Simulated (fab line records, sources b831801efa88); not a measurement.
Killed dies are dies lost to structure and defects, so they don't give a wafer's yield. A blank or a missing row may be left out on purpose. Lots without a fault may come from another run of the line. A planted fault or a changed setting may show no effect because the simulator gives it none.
Chamber matching | flow gf180mcu | GF_V1_CVD_00 on hdpcvd-01: 3 sister chambers
The step deposits SiO2, target thk 600 nm, time 100 s. 6 wafers are shown with their chamber, then 7 later ones without.

WAFERS WITH THEIR CHAMBER
wafer  | chamber | sih4_flow_sccm (sccm)
L374.6 | 0       | 59.60
L376.1 | 1       | 59.79
L376.3 | 2       | 60.22
L376.6 | 0       | 60.42
L378.4 | 1       | 60.00
L380.1 | 2       | 60.17

WAFERS WITHOUT THEIR CHAMBER
wafer  | sih4_flow_sccm (sccm)
L380.5 | 59.91
L392.1 | 59.99
L392.4 | 60.19
L392.5 | 59.91
L394.2 | 59.93
L394.3 | 60.04
L394.6 | 59.88

WHICH CHAMBER EACH WENT THROUGH
wafer  | from the rows above          | in truth
L380.5 | can't be placed: 1 or 0 or 2 | 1
L392.1 | can't be placed: 0 or 1 or 2 | 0
L392.4 | can't be placed: 2 or 0 or 1 | 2
L392.5 | can't be placed: 1 or 0 or 2 | 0
L394.2 | can't be placed: 1 or 0 or 2 | 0
L394.3 | can't be placed: 0 or 1 or 2 | 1
L394.6 | can't be placed: 1 or 0 or 2 | 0
Placed correctly: 0 of 7. Can't be placed from these rows: 7 (the true chamber is among the candidates in 7). Placed wrongly: 0.
How it was worked out, from the rows above alone: a wafer's distance from a chamber is the root of the sum, over the readings, of the square of ((its reading less the chamber's mean) divided by the reading's scatter). The wafer belongs to the nearest chamber; if the next one is less than 2 further off, it can't be placed. A chamber's mean is the mean of its shown wafers. The scatter: the root of (the sum of the squares of (reading less its chamber's mean) over the shown wafers, divided by (wafers less chambers)).
